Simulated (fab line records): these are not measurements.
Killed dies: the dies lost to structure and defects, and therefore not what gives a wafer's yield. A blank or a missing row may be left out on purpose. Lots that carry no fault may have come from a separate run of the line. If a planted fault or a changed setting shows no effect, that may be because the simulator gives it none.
fab line records -- flow sky130
[record] lots = 13, wafers = 39, last_day = 50
route steps=708 shown FIELD_ISO@24 NWELL@34 SONOS_TUNNEL@160 RES_XHIGH@340
lots untouched by any fault: they come from a run of this same line in which no faults occurred
start_h: start of the lot's first displayed wafer, in hours after the record's first day -- wait_h: hours since the lot's step before -- " unchanged from the row above -- L1.1+2: one row covering several wafers at once -- - no value, or no start was given -- * or withheld: withheld -- < > ~ a bound
route shown NAME@n: a module of which the file shows steps, and the number in the route of the first -- usual: mean/standard deviation of fault-free wafers -- same: alike in all rows -- chamber/n: place in a boat -- sites: readings site by site -- _std_site: the values' standard deviation -- _edge_site: mean of outer sites minus mean of inner sites -- radius_mm: for every site, how far away it sits from the centre of the wafer -- mask NAME#n: copy n -- behind: the tool/chamber that last shaped the wafer -- hold: the reason the lot was held/the length of the hold in hours/how it ended -- device: which transistor (n, p or np) failed to switch -- end of line: at the end of the route, the tests of the same wafers -- a step without rows: its recipe alone -- killed: at the first sort, the dies lost to defects and structure; wafer yield is something else -- map: dies across one wafer; x = killed, . = not, _ = none there
set.NAME: the setting that was run; set.NAME@STEP: the one run at that earlier step -- model.NAME: the simulator's own value behind a step, which no gauge read
one table for each step of the route and one row for each wafer, over a sample of lots
services: the hour from which a tool's chamber was out of use, counted from the record's first day as start_h (under 0 if before that day), plus the number of hours and why
[[steps]]
[step SKY_FIELD_ISO_THK_MEAS_23]
[recipe] reads = SiO2_of_FIELD_ISO_OXIDATION_22
[usual] FIELD_ISO_OXIDATION_01_THK = 10.01/0.18
lot.wafer,tool,chamber,start_h,wait_h,FIELD_ISO_OXIDATION_01_THK[nm]
L570.1,film_metro-01,-,35.05,0.0,9.80
L570.4,film_metro-01,-,35.05,0.0,9.81
L570.6,film_metro-01,-,35.05,0.0,9.90
L571.3,film_metro-04,-,36.25,0.0,9.80
L571.5,film_metro-04,-,36.25,0.0,9.83
L571.6,film_metro-04,-,36.25,0.0,9.79
L572.4,film_metro-02,-,41.32,0.0,10.38
L572.5,film_metro-02,-,41.32,0.0,9.99
L572.6,film_metro-02,-,41.32,0.0,10.17
L574.2,film_metro-01,-,53.20,0.0,10.15
L574.5,film_metro-01,-,53.20,0.0,9.96
L574.6,film_metro-01,-,53.20,0.0,10.07
L579.1,film_metro-01,-,78.84,0.0,10.41
L579.3,film_metro-01,-,78.84,0.0,10.37
L579.6,film_metro-01,-,78.84,0.0,10.27
L580.2,film_metro-02,-,78.85,0.0,9.96
L580.5,film_metro-02,-,78.85,0.0,9.88
L580.6,film_metro-02,-,78.85,0.0,9.90
L581.1,film_metro-02,-,86.56,0.0,10.23
L581.4,film_metro-02,-,86.56,0.0,10.26
L581.6,film_metro-02,-,86.56,0.0,10.27
L582.4,film_metro-04,-,92.83,0.0,9.95
L582.5,film_metro-04,-,92.83,0.0,9.94
L582.6,film_metro-04,-,92.83,0.0,10.06
L583.1,film_metro-04,-,99.39,0.0,9.66
L583.2,film_metro-04,-,99.39,0.0,9.70
L583.6,film_metro-04,-,99.39,0.0,9.38
L587.4,film_metro-02,-,120.23,0.0,10.06
L587.5,film_metro-02,-,120.23,0.0,9.98
L587.6,film_metro-02,-,120.23,0.0,9.89
L588.2,film_metro-01,-,124.79,0.0,10.10
L588.5,film_metro-01,-,124.79,0.0,10.04
L588.6,film_metro-01,-,124.79,0.0,10.04
L589.1,film_metro-04,-,129.00,0.0,9.88
L589.4,film_metro-04,-,129.00,0.0,10.02
L589.5,film_metro-04,-,129.00,0.0,10.05
L592.2,film_metro-02,-,146.71,0.0,10.01
L592.4,film_metro-02,-,146.71,0.0,10.15
L592.6,film_metro-02,-,146.71,0.0,10.16
[step SKY_NWELL_THK_MEAS_02]
[recipe] reads = SiO2_of_NWELL_OXIDATION_01
[usual] NWELL_OXIDATION_THK = 10.05/0.18
lot.wafer,tool,chamber,start_h,wait_h,NWELL_OXIDATION_THK[nm]
L570.1,film_metro-04,-,40.62,0.0,10.15
L570.4,film_metro-04,-,40.62,0.0,10.03
L570.6,film_metro-04,-,40.62,0.0,9.99
L571.3,film_metro-03,-,42.70,0.0,10.24
L571.5,film_metro-03,-,42.70,0.0,10.22
L571.6,film_metro-03,-,42.70,0.0,10.25
L572.4,film_metro-02,-,49.65,0.0,10.21
L572.5,film_metro-02,-,49.65,0.0,9.98
L572.6,film_metro-02,-,49.65,0.0,10.11
L574.2,film_metro-03,-,58.62,0.0,9.86
L574.5,film_metro-03,-,58.62,0.0,10.09
L574.6,film_metro-03,-,58.62,0.0,10.03
L579.1,film_metro-03,-,85.38,0.0,10.07
L579.3,film_metro-03,-,85.38,0.0,10.10
L579.6,film_metro-03,-,85.38,0.0,10.00
L580.2,film_metro-02,-,85.39,0.0,10.32
L580.5,film_metro-02,-,85.39,0.0,10.28
L580.6,film_metro-02,-,85.39,0.0,10.16
L581.1,film_metro-03,-,90.55,0.0,9.97
L581.4,film_metro-03,-,90.55,0.0,9.98
L581.6,film_metro-03,-,90.55,0.0,10.00
L582.4,film_metro-04,-,97.22,0.0,9.75
L582.5,film_metro-04,-,97.22,0.0,9.79
L582.6,film_metro-04,-,97.22,0.0,9.70
L583.1,film_metro-02,-,103.44,0.0,10.26
L583.2,film_metro-02,-,103.44,0.0,10.21
L583.6,film_metro-02,-,103.44,0.0,10.43
L587.4,film_metro-04,-,125.43,0.0,9.90
L587.5,film_metro-04,-,125.43,0.0,9.95
L587.6,film_metro-04,-,125.43,0.0,9.91
L588.2,film_metro-04,-,130.21,0.0,10.10
L588.5,film_metro-04,-,130.21,0.0,10.04
L588.6,film_metro-04,-,130.21,0.0,9.82
L589.1,film_metro-02,-,136.02,0.0,9.73
L589.4,film_metro-02,-,136.02,0.0,9.54
L589.5,film_metro-02,-,136.02,0.0,9.79
L592.2,film_metro-03,-,153.04,0.0,10.20
L592.4,film_metro-03,-,153.04,0.0,10.06
L592.6,film_metro-03,-,153.04,0.0,9.99
[step SKY_SONOS_TUNNEL_DEVELOP_06]
[recipe] resist = NOVOLAK, developer = TMAH, develop_time_s = 58.11, dev_temp_c = 23
[usual] developer_temp_C = 23.01/0.1
lot.wafer,tool,chamber,start_h,wait_h,developer_temp_C
L570.1,litho_track-03,0,257.42,0.1,22.98
L570.4,litho_track-03,0,257.42,0.1,23.08
L570.6,litho_track-03,0,257.42,0.1,23.14
L571.3,litho_track-02,0,258.78,0.1,23.08
L571.5,litho_track-02,0,258.78,0.1,22.85
L571.6,litho_track-02,0,258.78,0.1,22.85
L572.4,litho_track-04,0,266.65,0.1,23.02
L572.5,litho_track-04,0,266.65,0.1,23.00
L572.6,litho_track-04,0,266.65,0.1,22.95
L574.2,litho_track-03,0,283.34,0.1,22.87
L574.5,litho_track-03,0,283.34,0.1,23.07
L574.6,litho_track-03,0,283.34,0.1,22.97
L580.2,litho_track-03,0,325.99,0.1,20.61
L580.5,litho_track-03,0,325.99,0.1,20.61
L580.6,litho_track-03,0,325.99,0.1,20.59
L579.1,litho_track-03,0,330.47,0.1,20.67
L579.3,litho_track-03,0,330.47,0.1,20.78
L579.6,litho_track-03,0,330.47,0.1,20.74
L581.1,litho_track-03,0,333.47,0.1,20.81
L581.4,litho_track-03,0,333.47,0.1,20.82
L581.6,litho_track-03,0,333.47,0.1,20.87
L582.4,litho_track-04,0,346.19,0.1,23.14
L582.5,litho_track-04,0,346.19,0.1,23.02
L582.6,litho_track-04,0,346.19,0.1,22.88
L583.1,litho_track-02,0,354.68,0.1,23.02
L583.2,litho_track-02,0,354.68,0.1,23.03
L583.6,litho_track-02,0,354.68,0.1,23.07
L587.4,litho_track-02,0,388.35,0.1,22.90
L587.5,litho_track-02,0,388.35,0.1,22.78
L587.6,litho_track-02,0,388.35,0.1,23.03
L588.2,litho_track-02,0,393.40,0.1,23.08
L588.5,litho_track-02,0,393.40,0.1,23.19
L588.6,litho_track-02,0,393.40,0.1,22.99
L589.1,litho_track-04,0,403.62,0.1,23.05
L589.4,litho_track-04,0,403.62,0.1,22.98
L589.5,litho_track-04,0,403.62,0.1,23.04
L592.2,litho_track-02,0,427.85,0.1,22.91
L592.4,litho_track-02,0,427.85,0.1,23.01
L592.6,litho_track-02,0,427.85,0.1,23.09
[step SKY_RES_XHIGH_STRIP_08]
[recipe] chemistry = O2/N2, power_w = 1400, pressure_mtorr = 1500, platen_temp_c = withheld, o2_flow_sccm = 3000, n2_flow_sccm = 300, overash_fraction = 0.5
[usual] drypump_motor_current_A = 5.5/0.59, oes_product_au = 0.711/0.0048, strip_time_to_endpoint_s = 14.29/0.042
lot.wafer,tool,chamber,start_h,wait_h,drypump_motor_current_A,oes_product_au,rf_hours_counter_h,strip_time_to_endpoint_s
L570.1,plasma_asher-01,0,618.57,0.1,4.9,0.709,95,14.23
L570.4,plasma_asher-01,0,618.57,0.1,4.9,0.712,-,14.22
L570.6,plasma_asher-01,1,618.57,0.1,5.7,0.709,-,14.28
L571.3,plasma_asher-03,1,623.85,0.1,5.9,0.707,-,14.29
L571.5,plasma_asher-03,0,623.85,0.1,5.0,0.708,-,14.31
L571.6,plasma_asher-03,1,623.85,0.1,5.9,0.715,-,14.34
L572.4,plasma_asher-01,1,629.95,0.1,5.7,0.708,-,14.31
L572.5,plasma_asher-01,1,629.95,0.1,5.7,0.710,-,14.29
L572.6,plasma_asher-01,0,629.95,0.1,4.9,0.717,-,14.26
L574.2,plasma_asher-02,1,657.02,0.1,5.3,0.705,19,14.32
L574.5,plasma_asher-02,0,657.02,0.1,6.8,0.709,-,14.33
L574.6,plasma_asher-02,1,657.02,0.1,5.3,0.704,-,14.29
L579.1,plasma_asher-02,0,705.42,0.1,6.8,0.713,22,14.23
L579.3,plasma_asher-02,0,705.42,0.1,6.8,0.721,-,14.20
L579.6,plasma_asher-02,1,705.42,0.1,5.3,0.713,-,14.23
L581.1,plasma_asher-03,0,705.72,0.1,5.0,0.712,59,14.31
L581.4,plasma_asher-03,1,705.72,0.1,5.9,0.713,-,14.29
L581.6,plasma_asher-03,1,705.72,0.1,5.9,0.717,-,14.26
L580.2,plasma_asher-01,1,709.12,0.1,5.6,0.714,104,14.28
L580.5,plasma_asher-01,0,709.12,0.1,4.9,0.712,-,14.31
L580.6,plasma_asher-01,1,709.12,0.1,5.6,0.711,-,14.26
L582.4,plasma_asher-02,1,725.26,0.1,5.3,0.717,-,14.31
L582.5,plasma_asher-02,0,725.26,0.1,6.8,0.714,-,14.36
L582.6,plasma_asher-02,1,725.26,0.1,5.3,0.710,-,14.32
L583.1,plasma_asher-01,0,729.02,0.1,4.9,0.705,106,14.21
L583.2,plasma_asher-01,1,729.02,0.1,5.6,0.714,106,14.28
L583.6,plasma_asher-01,0,729.02,0.1,4.9,0.709,-,14.28
L587.4,plasma_asher-01,1,755.45,0.1,5.6,0.709,-,14.28
L587.5,plasma_asher-01,0,755.45,0.1,4.9,0.711,-,14.35
L587.6,plasma_asher-01,1,755.45,0.1,5.7,0.715,-,14.28
L588.2,plasma_asher-01,0,759.52,0.1,4.9,0.715,1,14.24
L588.5,plasma_asher-01,0,759.52,0.1,4.9,0.713,-,14.28
L588.6,plasma_asher-01,1,759.52,0.1,5.7,0.702,-,14.28
L589.1,plasma_asher-03,1,785.07,0.1,5.9,0.719,69,14.33
L589.4,plasma_asher-03,0,785.07,0.1,5.0,0.714,-,14.34
L589.5,plasma_asher-03,0,785.07,0.1,5.0,0.716,-,14.34
L592.2,plasma_asher-03,1,794.67,0.1,5.9,0.702,70,14.30
L592.4,plasma_asher-03,1,794.67,0.1,5.9,0.715,-,14.32
L592.6,plasma_asher-03,1,794.67,0.1,5.9,0.709,-,14.37
[[services]]
tool,chamber,start_h,hours,kind
litho_track-03,-,304.95,-,consumable_replace:filter
plasma_asher-01,-,321.26,1.2,repair
plasma_asher-01,-,325.46,14.6,pm
plasma_asher-02,-,353.17,1.4,repair
plasma_asher-02,-,421.25,9.0,pm
plasma_asher-02,0,421.25,9.0,vent_cycle
plasma_asher-02,1,421.25,9.0,vent_cycle
plasma_asher-02,0,430.25,-,clean
plasma_asher-02,1,430.25,-,clean
plasma_asher-03,-,444.97,2.4,repair
plasma_asher-02,-,445.38,5.6,repair
plasma_asher-03,-,470.61,2.8,pm
plasma_asher-02,-,523.77,1.7,repair
plasma_asher-01,-,556.40,12.4,pm
plasma_asher-02,-,581.61,2.8,pm
plasma_asher-02,-,592.81,21.6,repair
plasma_asher-02,-,636.50,14.6,pm
plasma_asher-01,-,656.32,3.0,repair
plasma_asher-01,-,733.02,1.4,repair
plasma_asher-01,-,734.38,9.0,pm
plasma_asher-01,0,734.38,9.0,vent_cycle
plasma_asher-01,1,734.38,9.0,vent_cycle
plasma_asher-01,0,743.38,-,clean
plasma_asher-01,1,743.38,-,clean
[[key]]
[first_sign] step = SKY_SONOS_TUNNEL_DEVELOP_06, reading = developer_temp_C, direction = down, sigmas = 23, usual = *, struck = *
effect none on later readings
met_at SKY_SONOS_TUNNEL_DEVELOP_06
struck_lots L579,L580,L581
tester_left_out L579,L580,L581
not_acting_at SKY_FIELD_ISO_THK_MEAS_23,SKY_NWELL_THK_MEAS_02,SKY_RES_XHIGH_STRIP_08
onset_between 283.34 325.99
[fault] kind = process_parameter_drift, tool = litho_track-03, chamber = -, onset_h = 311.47, steps = SKY_SONOS_TUNNEL_DEVELOP_06, channel = dev_temp_c, offset = *, shape = step, end_h = 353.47, acts_in = *, stated = *
// tester_left_out: of these lots the tester's yield and bins aren't shown, on N5 and GAA mostly nor the transistor test; their killed dies are dies lost to structure and defects alone, not to doping, threshold or leakage, so they don't give the yield
